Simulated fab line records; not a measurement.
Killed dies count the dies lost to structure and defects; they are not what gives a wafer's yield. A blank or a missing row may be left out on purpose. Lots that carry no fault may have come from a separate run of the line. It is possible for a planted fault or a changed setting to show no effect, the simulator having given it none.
Which tool did it? ; flow sky130 ; 21 wafers from 7 lots sampled at 2 of the route's 708 steps

== WHAT THE GAUGES READ, wafer by wafer ==
SKY_CONTACT_THK_MEAS_01.
lot;measured;on;CONTACT_CVD_00_THK (nm)
L773;day 31 04:29;filmMetro-02;75.1 75.3 76.5
L774;day 31 22:27;filmMetro-03;75.8 73.3 75.2
L780;day 33 07:44;filmMetro-01;53.9 52.6 52.2
L789;day 35 22:25;filmMetro-02;73.7 73.3 74.3
L791;day 36 14:21;filmMetro-03;73.3 74.9 75.3
L792;day 37 04:08;filmMetro-02;73.0 75.0 73.7
L795;day 37 21:42;filmMetro-03;74.7 75.1 76.5

== WHAT TOOL EACH LOT RAN ON (gives the tool, then ch and the chambers of the sampled wafers, and finally the start) ==
lot;SKY_CONTACT_CVD_00
L773;pecvd-04 ch 1,2, day 31 04:27
L774;pecvd-01 ch 0,1,2, day 31 22:25
L780;pecvd-04 ch 0,1,2, day 33 07:41
L789;pecvd-01 ch 0,2, day 35 22:22
L791;pecvd-01 ch 0,2, day 36 14:18
L792;pecvd-02 ch 0,1,2, day 37 04:07
L795;pecvd-02 ch 0,1,2, day 37 21:40
- SKY_CONTACT_CVD_00: deposits Si3N4, target thk 75 nm.

== THE ANSWER, worked out from the rows above alone ==
Rule: usual is defined by the lots themselves. Put in order of their means at a reading, lots are off if they are a third of the lots or fewer, leave a main group of 4 or more, and stand apart from it by a gap of 3 or more times the standard deviation of the main group's means; of several such gaps the widest counts. If all means in a main group match to the digits the tables above print for the reading, that group is not used. A lot without any number at a reading at which 4 lots or more have one is off too. The other lots that the step has rows for count as sound.
Off: L780, at SKY_CONTACT_THK_MEAS_01 (CONTACT_CVD_00_THK). Main group: mean 74.7 nm, sd 0.7.
A tool fits if, at a process step before that reading, it ran every lot that is off, and no sound lot after the first of them. Gauges at SKY_CONTACT_THK_MEAS_01: tried the same way as those tools. 2 tools fit, pecvd-04 at SKY_CONTACT_CVD_00 and filmMetro-01 at SKY_CONTACT_THK_MEAS_01, so this cannot tell which one it is.

== WHAT WAS PUT IN BY THE SIMULATOR ==
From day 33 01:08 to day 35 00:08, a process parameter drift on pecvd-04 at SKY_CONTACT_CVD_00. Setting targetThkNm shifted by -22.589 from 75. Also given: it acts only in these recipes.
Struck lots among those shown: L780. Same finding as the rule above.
